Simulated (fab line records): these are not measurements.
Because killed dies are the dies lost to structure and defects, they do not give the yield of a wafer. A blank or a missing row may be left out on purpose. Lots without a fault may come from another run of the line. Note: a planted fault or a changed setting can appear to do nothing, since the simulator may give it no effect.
Matching of chambers || flow sky130 || SKY_VIA3_HDPCVD_00 on hdpcvd-01 has 3 sister chambers
The step deposits SiO2, target thk 1635 nm, time 272.5 s. 18 wafers are shown with their chamber, then 9 later ones without.

## WAFERS, EACH WITH ITS CHAMBER
{"wafer": "L504.1", "chamber": 1, "susceptor temp C (C)": 399.85, "sih4 flow sccm (sccm)": 59.94}
{"wafer": "L504.2", "chamber": 0, "susceptor temp C (C)": 400.22, "sih4 flow sccm (sccm)": 60.01}
{"wafer": "L504.5", "chamber": 2, "susceptor temp C (C)": 400.27, "sih4 flow sccm (sccm)": 59.93}
{"wafer": "L505.1", "chamber": 1, "susceptor temp C (C)": 399.88, "sih4 flow sccm (sccm)": 60.10}
{"wafer": "L505.3", "chamber": 0, "susceptor temp C (C)": 399.92, "sih4 flow sccm (sccm)": 60.24}
{"wafer": "L505.6", "chamber": 1, "susceptor temp C (C)": 399.73, "sih4 flow sccm (sccm)": 60.12}
{"wafer": "L506.3", "chamber": 1, "susceptor temp C (C)": 399.91, "sih4 flow sccm (sccm)": 59.96}
{"wafer": "L506.4", "chamber": 0, "susceptor temp C (C)": 400.28, "sih4 flow sccm (sccm)": 60.11}
{"wafer": "L506.5", "chamber": 1, "susceptor temp C (C)": 400.13, "sih4 flow sccm (sccm)": 59.83}
{"wafer": "L514.1", "chamber": 0, "susceptor temp C (C)": 399.91, "sih4 flow sccm (sccm)": 60.02}
{"wafer": "L514.3", "chamber": 2, "susceptor temp C (C)": 400.11, "sih4 flow sccm (sccm)": 60.04}
{"wafer": "L514.6", "chamber": 2, "susceptor temp C (C)": 400.06, "sih4 flow sccm (sccm)": 60.10}
{"wafer": "L518.3", "chamber": 2, "susceptor temp C (C)": 399.97, "sih4 flow sccm (sccm)": 60.15}
{"wafer": "L518.5", "chamber": 2, "susceptor temp C (C)": 400.19, "sih4 flow sccm (sccm)": 60.46}
{"wafer": "L518.6", "chamber": 1, "susceptor temp C (C)": 400.08, "sih4 flow sccm (sccm)": 60.04}
{"wafer": "L519.2", "chamber": 1, "susceptor temp C (C)": 399.68, "sih4 flow sccm (sccm)": 60.02}
{"wafer": "L519.3", "chamber": 0, "susceptor temp C (C)": 400.16, "sih4 flow sccm (sccm)": 59.86}
{"wafer": "L519.4", "chamber": 2, "susceptor temp C (C)": 399.94, "sih4 flow sccm (sccm)": 59.87}

SIGNATURES (averages over the wafers above)
{"reading": "susceptor temp C", "chamber 0": 400.0980, "chamber 1": 399.8943, "chamber 2": 400.0900, "scatter within a chamber": 0.156}
{"reading": "sih4 flow sccm", "chamber 0": 60.0480, "chamber 1": 60.0014, "chamber 2": 60.0917, "scatter within a chamber": 0.154}
Rule: for a wafer and a chamber, the distance is found by dividing, reading by reading, the gap between the wafer's reading and the chamber's mean by the reading's scatter, squaring, summing and taking the root. The wafer belongs to the nearest chamber; if the next one is less than 2 further off, it can't be placed. The scatter is the square root of a quotient: the sum, over the shown wafers, of each reading's squared deviation from its chamber's mean, divided by wafers minus chambers.

## WAFERS MISSING THEIR CHAMBER
{"wafer": "L520.2", "susceptor temp C (C)": 399.79, "sih4 flow sccm (sccm)": 59.79}
{"wafer": "L520.5", "susceptor temp C (C)": 399.69, "sih4 flow sccm (sccm)": 59.84}
{"wafer": "L520.6", "susceptor temp C (C)": 400.33, "sih4 flow sccm (sccm)": 59.76}
{"wafer": "L521.1", "susceptor temp C (C)": 399.93, "sih4 flow sccm (sccm)": 60.02}
{"wafer": "L521.4", "susceptor temp C (C)": 400.15, "sih4 flow sccm (sccm)": 60.24}
{"wafer": "L521.5", "susceptor temp C (C)": 399.97, "sih4 flow sccm (sccm)": 60.32}
{"wafer": "L524.3", "susceptor temp C (C)": 400.14, "sih4 flow sccm (sccm)": 60.56}
{"wafer": "L524.4", "susceptor temp C (C)": 399.88, "sih4 flow sccm (sccm)": 60.04}
{"wafer": "L524.6", "susceptor temp C (C)": 399.81, "sih4 flow sccm (sccm)": 59.91}

## WHICH CHAMBER EACH ONE RAN IN
{"wafer": "L520.2", "from the rows above": "can't be placed: 1 or 0 or 2", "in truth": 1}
{"wafer": "L520.5", "from the rows above": "can't be placed: 1 or 0 or 2", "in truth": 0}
{"wafer": "L520.6", "from the rows above": "can't be placed: 0 or 2 or 1", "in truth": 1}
{"wafer": "L521.1", "from the rows above": "can't be placed: 1 or 0 or 2", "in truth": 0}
{"wafer": "L521.4", "from the rows above": "can't be placed: 2 or 0 or 1", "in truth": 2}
{"wafer": "L521.5", "from the rows above": "can't be placed: 2 or 0 or 1", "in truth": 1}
{"wafer": "L524.3", "from the rows above": "can't be placed: 2 or 0 or 1", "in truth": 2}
{"wafer": "L524.4", "from the rows above": "can't be placed: 1 or 2 or 0", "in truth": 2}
{"wafer": "L524.6", "from the rows above": "can't be placed: 1 or 0 or 2", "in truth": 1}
0 of 9 placed correctly. Cannot be placed on the basis of these rows: 9; the candidates contain the true chamber in 9. Placed wrongly: 0.
